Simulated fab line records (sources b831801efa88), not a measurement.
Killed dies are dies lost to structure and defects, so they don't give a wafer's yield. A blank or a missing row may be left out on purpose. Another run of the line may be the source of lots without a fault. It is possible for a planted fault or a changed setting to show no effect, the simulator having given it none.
The tool behind it: which one? -- flow sky130 -- Sampling: 12 lots, 36 wafers, 5 of 708 route steps

## WHAT THE GAUGES READ, wafer by wafer
SKY_FIELD_ISO_THK_MEAS_04. Usual: for FIELD_ISO_CVD_03_THK the level is 165.6 nm and the standard deviation is 1.4.
lot,measured,on,FIELD_ISO_CVD_03_THK (nm),flag
L933,day 1 15:11,film metro-01,165.8 165.8 165.5,
L934,day 1 18:30,film metro-04,162.2 163.1 162.2,
L935,day 2 00:48,film metro-01,167.1 167.2 166.0,
L936,day 2 04:47,film metro-02,164.4 165.0 164.2,
L937,day 2 09:29,film metro-02,163.2 163.4 165.6,
L938,day 2 15:44,film metro-01,166.6 168.3 167.8,
L940,day 3 02:17,film metro-02,166.5 166.0 165.9,
L941,day 3 06:43,film metro-02,164.2 163.8 164.2,
L944,day 3 20:43,film metro-02,163.6 164.4 164.0,
L945,day 4 01:49,film metro-02,164.2 164.7 165.6,
L946,day 4 07:55,film metro-02,166.4 166.2 167.2,
L947,day 4 13:38,film metro-01,166.0 164.5 167.3,

SKY_VT_ADJUST_LVTN_TW_MEAS_21. Usual: for VT_ADJUST_LVTN_2_TW the level is 188.6 and the standard deviation is 1.
lot,measured,on,VT_ADJUST_LVTN_2_TW,flag
L933,day 7 17:12,film metro-02,187.1 188.9 188.3,
L934,day 8 00:31,film metro-01,188.0 189.0 189.0,
L935,day 8 07:46,film metro-02,190.4 188.8 190.2,
L936,day 8 14:13,film metro-01,189.9 190.1 188.5,
L937,day 8 21:52,film metro-03,188.8 189.9 189.5,
L938,day 9 03:52,film metro-03,188.1 187.5 187.2,
L940,day 9 17:25,film metro-02,187.4 188.6 188.4,
L941,day 9 22:55,film metro-03,189.0 188.7 187.6,
L944,day 10 19:04,film metro-02,289.6 290.8 288.6,OFF
L945,day 11 00:37,film metro-01,292.1 291.4 293.2,OFF
L946,day 11 08:01,film metro-03,287.3 288.6 288.8,OFF
L947,day 11 16:31,film metro-01,293.1 292.0 291.4,OFF

SKY_SPACER_THK_MEAS_01. Usual: for SPACER_CVD_00_THK the level is 43.1 nm and the standard deviation is 0.47.
lot,measured,on,SPACER_CVD_00_THK (nm),flag
L933,day 22 18:55,film metro-04,43.1 43.0 42.9,
L934,day 23 06:45,film metro-03,42.9 43.0 42.9,
L935,day 23 19:13,film metro-01,43.7 43.6 43.7,
L936,day 24 01:56,film metro-03,43.7 43.6 43.7,
L937,day 24 16:49,film metro-01,44.1 43.4 43.6,
L938,day 24 22:44,film metro-01,43.4 42.9 43.4,
L940,day 25 10:38,film metro-04,43.4 43.6 43.6,
L941,day 25 18:35,film metro-03,43.8 43.9 43.8,
L944,day 27 00:29,film metro-04,42.6 42.9 43.2,
L945,day 27 09:37,film metro-01,43.1 43.3 42.9,
L946,day 27 18:17,film metro-03,42.7 42.7 43.3,
L947,day 28 04:55,film metro-01,43.0 42.8 42.9,

## EACH LOT AND THE TOOL THAT RAN IT (in order: tool; ch and the chambers of the sampled wafers; start)
lot,SKY_FIELD_ISO_STRIP_16,SKY_VT_ADJUST_LVTN_IMPLANT_19
L933,"plasma asher-04 ch 0,1, day 2 05:46","implanter-01 ch 0, day 7 16:57"
L934,"plasma asher-01 ch 0,1, day 2 09:25","implanter-02 ch 0, day 8 00:18"
L935,"plasma asher-01 ch 0,1, day 2 16:28","implanter-01 ch 0, day 8 07:31"
L936,"plasma asher-04 ch 0, day 2 20:29","implanter-02 ch 0, day 8 13:58"
L937,"plasma asher-04 ch 0,1, day 3 01:15","implanter-04 ch 0, day 8 21:37"
L938,"plasma asher-01 ch 0,1, day 3 07:18","implanter-01 ch 0, day 9 03:37"
L940,"plasma asher-02 ch 1, day 3 18:56","implanter-04 ch 0, day 9 17:10"
L941,"plasma asher-02 ch 0,1, day 3 22:38","implanter-02 ch 0, day 9 22:40"
L944,"plasma asher-04 ch 0,1, day 4 13:14","implanter-01 ch 0, day 10 18:49"
L945,"plasma asher-02 ch 0, day 4 18:40","implanter-02 ch 0, day 11 00:23"
L946,"plasma asher-02 ch 0,1, day 5 01:50","implanter-02 ch 0, day 11 07:46"
L947,"plasma asher-01 ch 0,1, day 5 07:21","implanter-02 ch 0, day 11 16:16"
- SKY_FIELD_ISO_STRIP_16: strips in O2/N2.
- SKY_VT_ADJUST_LVTN_IMPLANT_19

## AS READ BY THE TOOLS THEMSELVES (means over the sampled wafers that have a number; for cases with no such wafer, the mark the record gives instead)
SKY_FIELD_ISO_STRIP_16. Usual: drypump motor current A 5.7 A, standard deviation 0.41; oes product au 0.378 a.u., standard deviation 0.0047; strip time to endpoint s 3.54 s, standard deviation 0.035.
lot,tool,drypump motor current A (A),oes product au (a.u.),strip time to endpoint s (s),flag
L933,plasma asher-04,5.5,0.379,3.50,
L934,plasma asher-01,5.9,0.378,3.55,
L935,plasma asher-01,5.9,0.376,3.54,
L936,plasma asher-04,4.8,0.378,3.58,
L937,plasma asher-04,5.5,0.379,3.56,
L938,plasma asher-01,5.9,0.381,3.57,
L940,plasma asher-02,5.6,0.378,3.53,
L941,plasma asher-02,5.9,0.381,3.56,
L944,plasma asher-04,5.2,0.381,3.58,
L945,plasma asher-02,5.9,0.374,3.53,
L946,plasma asher-02,5.7,0.375,3.56,
L947,plasma asher-01,5.9,0.379,3.55,

## THE ANSWER, worked out from the rows above alone
Rule: lot off if the mean of its wafers having a number is beyond 3 standard deviations from the usual mean. A lot without any number at a reading at which 4 lots or more have one is off too. The other lots that the step has rows for count as sound. First the gauges in route order, then the tools' own readings, where a lot's mean is used as printed above. The first step at which some lot is off is used, and at that step the reading that is off furthest; a lot without a number counts as furthest.
Off: at SKY_VT_ADJUST_LVTN_TW_MEAS_21 (VT_ADJUST_LVTN_2_TW), L944, L945, L946, L947.
A tool fits if, at a process step before that reading, it ran every lot that is off, and no sound lot after the first of them. The gauges at SKY_VT_ADJUST_LVTN_TW_MEAS_21 are tried like those tools. Not one of the candidates tried fits.

## WHAT THE SIMULATOR PUT IN
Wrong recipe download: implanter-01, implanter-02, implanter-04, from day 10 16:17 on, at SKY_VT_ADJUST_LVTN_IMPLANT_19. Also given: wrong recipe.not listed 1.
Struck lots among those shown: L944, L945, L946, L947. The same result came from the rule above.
